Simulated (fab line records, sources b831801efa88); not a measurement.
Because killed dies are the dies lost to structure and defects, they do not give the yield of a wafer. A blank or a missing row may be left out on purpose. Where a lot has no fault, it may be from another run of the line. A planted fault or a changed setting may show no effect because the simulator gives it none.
Chamber matching -- flow gf180mcu -- 4 sister chambers for GF_V5_CMP_26 on cmp-01
The step polishes, stops on SiO2, t overpolish 15 s, target thk 0 nm. 4 wafers are shown with their chamber, then 10 later ones without.

== WAFERS WITH THEIR CHAMBER ==
wafer,chamber,motorCurrentA (A)
L577.2,1,10.3
L577.6,2,12.9
L579.2,0,8.9
L579.3,3,8.6

== WAFERS WITH NO CHAMBER GIVEN ==
wafer,motorCurrentA (A)
L579.4,11.1
L581.1,10.5
L581.3,8.7
L581.6,8.7
L582.1,8.6
L582.4,10.2
L582.6,9.1
L580.2,9.0
L580.3,10.2
L580.5,8.9

== CHAMBER TAKEN BY EACH ==
wafer,from the rows above,in truth
L579.4,1,1
L581.1,1,1
L581.3,can't be placed: 3 or 0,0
L581.6,can't be placed: 3 or 0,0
L582.1,can't be placed: 3 or 0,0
L582.4,1,1
L582.6,can't be placed: 0 or 3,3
L580.2,can't be placed: 0 or 3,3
L580.3,1,1
L580.5,can't be placed: 0 or 3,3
Correct placement for 4 of the 10. Cannot be placed on the basis of these rows: 6; the candidates contain the true chamber in 6. Placed wrongly: 0.
How it was worked out, from the rows above alone: a wafer's distance from a chamber is the root of the sum, over the readings, of the square of ((its reading less the chamber's mean) divided by the reading's scatter). The wafer belongs to the nearest chamber; if the next one is less than 2 further off, it can't be placed. The mean given for a chamber averages the wafers shown for that chamber. The scatter: root of mean squared gap, hidden wafer to nearest shown wafer, with one shown wafer a chamber.
